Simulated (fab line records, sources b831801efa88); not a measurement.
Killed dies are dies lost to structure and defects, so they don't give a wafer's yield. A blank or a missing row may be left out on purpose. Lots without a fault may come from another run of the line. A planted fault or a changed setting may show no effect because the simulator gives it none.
Tool commonality check | flow sky130 | 13 lots, 45 wafers sampled

WHY IT WAS OPENED
At SKY_LDD_LDN_TW_MEAS_13 the reading LDD_LDN_TW is flagged on 2 of 13 lots. Wafers without a fault read 1478, standard deviation 15.
Rule: a lot is flagged when every wafer of it that has a number lies more than 4 standard deviations from that mean, or none has a number. The other lots count as sound.

lot  | measured     | on            | LDD_LDN_TW, wafer by wafer    | flag
L185 | day 22 20:17 | film_metro-04 | 1456 1451 1459                |
L186 | day 23 10:02 | film_metro-02 | 1496 1501 1490                |
L187 | day 23 10:15 | film_metro-04 | 1469 1456 1466                |
L189 | day 24 06:28 | film_metro-01 | 1492 1491 1490                |
L191 | day 25 06:57 | film_metro-04 | 1564 1564 1568 1574 1559 1567 | FLAGGED
L192 | day 25 11:25 | film_metro-02 | 1498 1489 1487                |
L194 | day 26 05:28 | film_metro-02 | 1499 1497 1491                |
L198 | day 27 15:19 | film_metro-02 | 1594 1589 1582 1585 1588 1583 | FLAGGED
L200 | day 28 09:44 | film_metro-04 | 1467 1473 1471                |
L201 | day 28 16:52 | film_metro-04 | 1464 1474 1468                |
L205 | day 29 22:47 | film_metro-01 | 1488 1496 1491                |
L207 | day 30 14:25 | film_metro-04 | 1463 1464 1462                |
L208 | day 30 18:57 | film_metro-01 | 1497 1491 1509                |
The numbers of the flagged lots are 1576 on average: +98 against the usual, or +7 standard deviations.

WHICH TOOL RAN EACH LOT
The record holds 2 process steps before the reading, out of a route of 708 steps. In each cell: the tool, then ch and the chambers that the sampled wafers went through, then the start.
lot  | flag    | SKY_LDD_HVP_STRIP_09                 | SKY_LDD_LDN_IMPLANT_08
L185 |         | plasma_asher-01 ch 0,1, day 21 13:29 | implanter-02 ch 0, day 22 19:38
L186 |         | plasma_asher-01 ch 0,1, day 22 02:03 | implanter-03 ch 0, day 23 09:20
L187 |         | plasma_asher-01 ch 0,1, day 22 02:25 | implanter-01 ch 0, day 23 09:33
L189 |         | plasma_asher-03 ch 0, day 22 23:34   | implanter-02 ch 0, day 24 05:47
L191 | FLAGGED | plasma_asher-01 ch 0,1, day 24 00:12 | implanter-03 ch 0, day 25 05:56
L192 |         | plasma_asher-02 ch 0,1, day 24 05:12 | implanter-01 ch 0, day 25 10:44
L194 |         | plasma_asher-03 ch 0,1, day 24 23:39 | implanter-02 ch 0, day 26 04:46
L198 | FLAGGED | plasma_asher-02 ch 0,1, day 26 09:25 | implanter-02 ch 0, day 27 14:18
L200 |         | plasma_asher-02 ch 1, day 27 04:33   | implanter-01 ch 0, day 28 09:04
L201 |         | plasma_asher-01 ch 0,1, day 27 11:40 | implanter-01 ch 0, day 28 16:10
L205 |         | plasma_asher-03 ch 0,1, day 28 18:37 | implanter-03 ch 0, day 29 22:05
L207 |         | plasma_asher-01 ch 0,1, day 29 09:43 | implanter-02 ch 0, day 30 13:43
L208 |         | plasma_asher-03 ch 0,1, day 29 14:33 | implanter-03 ch 0, day 30 18:15
What these steps do:
- SKY_LDD_HVP_STRIP_09: strips in O2/N2.
- SKY_LDD_LDN_IMPLANT_08
- SKY_LDD_LDN_TW_MEAS_13

FLAGGED OVER TOTAL, TOOL BY TOOL (the gauges that took the reading come last)
step                   | tool            | lots run | flagged | share of the flagged lots | sound lots run after its first flagged lot
SKY_LDD_HVP_STRIP_09   | plasma_asher-01 | 6        | 1       | some                      | 2 (L201,L207)
SKY_LDD_HVP_STRIP_09   | plasma_asher-02 | 3        | 1       | some                      | 1 (L200)
SKY_LDD_HVP_STRIP_09   | plasma_asher-03 | 4        | 0       | none                      | -
SKY_LDD_LDN_IMPLANT_08 | implanter-01    | 4        | 0       | none                      | -
SKY_LDD_LDN_IMPLANT_08 | implanter-02    | 5        | 1       | some                      | 1 (L207)
SKY_LDD_LDN_IMPLANT_08 | implanter-03    | 4        | 1       | some                      | 2 (L205,L208)
SKY_LDD_LDN_TW_MEAS_13 | film_metro-01   | 3        | 0       | none                      | -
SKY_LDD_LDN_TW_MEAS_13 | film_metro-02   | 4        | 1       | some                      | 0
SKY_LDD_LDN_TW_MEAS_13 | film_metro-04   | 6        | 1       | some                      | 3 (L200,L201,L207)

WHAT THE TABLE ALLOWS
No row of the table ran every flagged lot.

WHAT THE SIMULATOR HAD PUT IN
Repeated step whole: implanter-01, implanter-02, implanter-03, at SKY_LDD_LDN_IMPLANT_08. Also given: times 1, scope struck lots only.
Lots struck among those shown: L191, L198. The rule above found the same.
